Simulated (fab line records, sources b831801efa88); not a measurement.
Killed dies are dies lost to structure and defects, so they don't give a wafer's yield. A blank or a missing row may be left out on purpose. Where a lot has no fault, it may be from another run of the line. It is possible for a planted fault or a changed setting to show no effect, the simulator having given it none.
The tool behind it: which one? | flow gf180mcu | 13 lots with 39 wafers sampled at 5 steps, on a route of 602 steps

WHAT THE GAUGES READ, wafer by wafer
GF_PASSIVATION_THK_MEAS_01.
lot  | measured     | on           | PASSIVATION_CVD_00_THK (nm)
L868 | day 28 06:07 | filmMetro-04 | 984 1000 1006
L869 | day 28 11:59 | filmMetro-03 | 995 1005 1017
L872 | day 29 11:29 | filmMetro-03 | 1017 1013 1028
L875 | day 30 11:25 | filmMetro-03 | 1006 1737 1030
L877 | day 31 07:51 | filmMetro-03 | 1003 1001 1720
L879 | day 31 13:07 | filmMetro-04 | 976 998 1008
L882 | day 32 11:09 | filmMetro-01 | 984 963 983
L884 | day 32 17:38 | filmMetro-03 | 999 1008 1013
L883 | day 33 00:22 | filmMetro-01 | 986 1003 1005
L887 | day 33 17:32 | filmMetro-03 | 992 1021 1013
L888 | day 33 20:55 | filmMetro-04 | 962 979 982
L889 | day 34 01:20 | filmMetro-04 | 1007 986 1007
L890 | day 34 10:09 | filmMetro-04 | 994 1000 1013

TOOL THAT RAN EACH LOT (tool first, then ch and the chambers of the sampled wafers, then the start)
lot  | GF_MIM_SPUTTER_04           | GF_TOP_METAL_SPUTTER_00     | GF_TOP_METAL_SPUTTER_04     | GF_PASSIVATION_CVD_00
L868 | pvdSputter-01, day 24 18:43 | pvdSputter-03, day 27 09:36 | pvdSputter-03, day 27 09:47 | pecvd-04 ch 0,2, day 28 06:02
L869 | pvdSputter-03, day 24 23:29 | pvdSputter-01, day 27 15:55 | pvdSputter-01, day 27 16:06 | pecvd-01 ch 0,2, day 28 11:55
L872 | pvdSputter-03, day 26 01:19 | pvdSputter-01, day 28 16:08 | pvdSputter-01, day 28 16:20 | pecvd-04 ch 0,2, day 29 11:23
L875 | pvdSputter-03, day 27 01:35 | pvdSputter-01, day 29 16:22 | pvdSputter-01, day 29 16:34 | pecvd-01 ch 0,1,2, day 30 11:17
L877 | pvdSputter-01, day 28 02:11 | pvdSputter-04, day 30 13:35 | pvdSputter-04, day 30 13:46 | pecvd-01 ch 0,1,2, day 31 07:46
L879 | pvdSputter-01, day 28 06:01 | pvdSputter-01, day 30 18:18 | pvdSputter-01, day 30 18:29 | pecvd-04 ch 0,1,2, day 31 13:02
L882 | pvdSputter-03, day 29 08:59 | pvdSputter-04, day 31 17:27 | pvdSputter-04, day 31 17:38 | pecvd-04 ch 0,2, day 32 11:04
L884 | pvdSputter-02, day 29 16:35 | pvdSputter-04, day 31 23:48 | pvdSputter-04, day 31 23:59 | pecvd-04 ch 0,1,2, day 32 17:32
L883 | pvdSputter-03, day 29 21:53 | pvdSputter-01, day 32 07:00 | pvdSputter-01, day 32 07:11 | pecvd-03 ch 0,1,2, day 33 00:17
L887 | pvdSputter-02, day 30 18:43 | pvdSputter-01, day 33 00:34 | pvdSputter-01, day 33 00:46 | pecvd-03 ch 0,1,2, day 33 17:27
L888 | pvdSputter-01, day 30 22:32 | pvdSputter-01, day 33 04:04 | pvdSputter-01, day 33 04:16 | pecvd-03 ch 0,1,2, day 33 20:50
L889 | pvdSputter-03, day 31 05:34 | pvdSputter-03, day 33 09:19 | pvdSputter-03, day 33 09:31 | pecvd-03 ch 0,1,2, day 34 01:14
L890 | pvdSputter-01, day 31 14:14 | pvdSputter-01, day 33 18:23 | pvdSputter-01, day 33 18:34 | pecvd-01 ch 0,1,2, day 34 10:04
- GF_MIM_SPUTTER_04: material TiN, target thk 50 nm, time 41.7 s.
- GF_TOP_METAL_SPUTTER_00: material Ti, target thk 37.5 nm, time 150 s.
- GF_TOP_METAL_SPUTTER_04: material TiN, target thk 25 nm, time 20.8 s.
- GF_PASSIVATION_CVD_00: deposits SiO2 from TEOS, target thk 1000 nm, time 111.95 s.

AS READ BY THE TOOLS THEMSELVES (means over the sampled wafers that have a number; for cases with no such wafer, the mark the record gives instead)
GF_MIM_SPUTTER_04.
lot  | tool          | throttleValvePct (%)
L868 | pvdSputter-01 | 30.2
L869 | pvdSputter-03 | 28.7
L872 | pvdSputter-03 | 29.5
L875 | pvdSputter-03 | 29.3
L877 | pvdSputter-01 | 30.2
L879 | pvdSputter-01 | 29.5
L882 | pvdSputter-03 | 29.7
L884 | pvdSputter-02 | 30.0
L883 | pvdSputter-03 | 28.4
L887 | pvdSputter-02 | 30.3
L888 | pvdSputter-01 | 30.4
L889 | pvdSputter-03 | 29.5
L890 | pvdSputter-01 | 30.5

GF_TOP_METAL_SPUTTER_00.
lot  | tool          | throttleValvePct (%)
L868 | pvdSputter-03 | 29.8
L869 | pvdSputter-01 | 30.2
L872 | pvdSputter-01 | 30.3
L875 | pvdSputter-01 | 31.1
L877 | pvdSputter-04 | 29.7
L879 | pvdSputter-01 | 30.8
L882 | pvdSputter-04 | 29.7
L884 | pvdSputter-04 | 29.1
L883 | pvdSputter-01 | 30.3
L887 | pvdSputter-01 | 30.5
L888 | pvdSputter-01 | 29.8
L889 | pvdSputter-03 | 29.1
L890 | pvdSputter-01 | 30.6

GF_TOP_METAL_SPUTTER_04.
lot  | tool          | throttleValvePct (%)
L868 | pvdSputter-03 | 29.6
L869 | pvdSputter-01 | 30.2
L872 | pvdSputter-01 | 30.1
L875 | pvdSputter-01 | 31.0
L877 | pvdSputter-04 | 29.8
L879 | pvdSputter-01 | 30.8
L882 | pvdSputter-04 | 29.7
L884 | pvdSputter-04 | 29.0
L883 | pvdSputter-01 | 30.3
L887 | pvdSputter-01 | 30.4
L888 | pvdSputter-01 | 29.8
L889 | pvdSputter-03 | 29.0
L890 | pvdSputter-01 | 30.4

GF_PASSIVATION_CVD_00.
lot  | tool     | heaterPowerW (W) | runLengthS (s)
L868 | pecvd-04 | 685              | 139.3
L869 | pecvd-01 | 612              | 140.3
L872 | pecvd-04 | 685              | 139.6
L875 | pecvd-01 | 702              | 166.3
L877 | pecvd-01 | 688              | 166.4
L879 | pecvd-04 | 711              | 139.5
L882 | pecvd-04 | 699              | 139.5
L884 | pecvd-04 | 660              | 139.6
L883 | pecvd-03 | 553              | 139.8
L887 | pecvd-03 | 576              | 139.9
L888 | pecvd-03 | 551              | 139.8
L889 | pecvd-03 | 559              | 139.8
L890 | pecvd-01 | 688              | 139.6

THE ANSWER, worked out from the rows above alone
Rule: usual is defined by the lots themselves. Put in order of their means at a reading, lots are off if they are a third of the lots or fewer, leave a main group of 4 or more, and stand apart from it by a gap of 3 or more times the standard deviation of the main group's means; of several such gaps the widest counts. A main group whose means are all the same, to the digits that the tables above print for the reading, isn't used. A lot without any number at a reading at which 4 lots or more have one is off too. The other lots that the step has rows for count as sound. Order of review: gauges by route order, followed by the tools' own readings, for which a lot's mean as printed above is used. At the first step where some lot is off, the reading lying furthest off is the one used; lots without a number count as furthest.
Off: L875, L877, at GF_PASSIVATION_THK_MEAS_01 (PASSIVATION_CVD_00_THK). The main group: mean 998 nm, standard deviation 13.
If a tool, at a process step before that reading, ran all the lots that are off and no sound lot after the first of them, it fits. Not tried: the gauges at GF_PASSIVATION_THK_MEAS_01; whatever is off there is also off at GF_PASSIVATION_CVD_00, on other tools, and gauge error can't account for it. None of those tried fits.

WHAT THE SIMULATOR PUT IN
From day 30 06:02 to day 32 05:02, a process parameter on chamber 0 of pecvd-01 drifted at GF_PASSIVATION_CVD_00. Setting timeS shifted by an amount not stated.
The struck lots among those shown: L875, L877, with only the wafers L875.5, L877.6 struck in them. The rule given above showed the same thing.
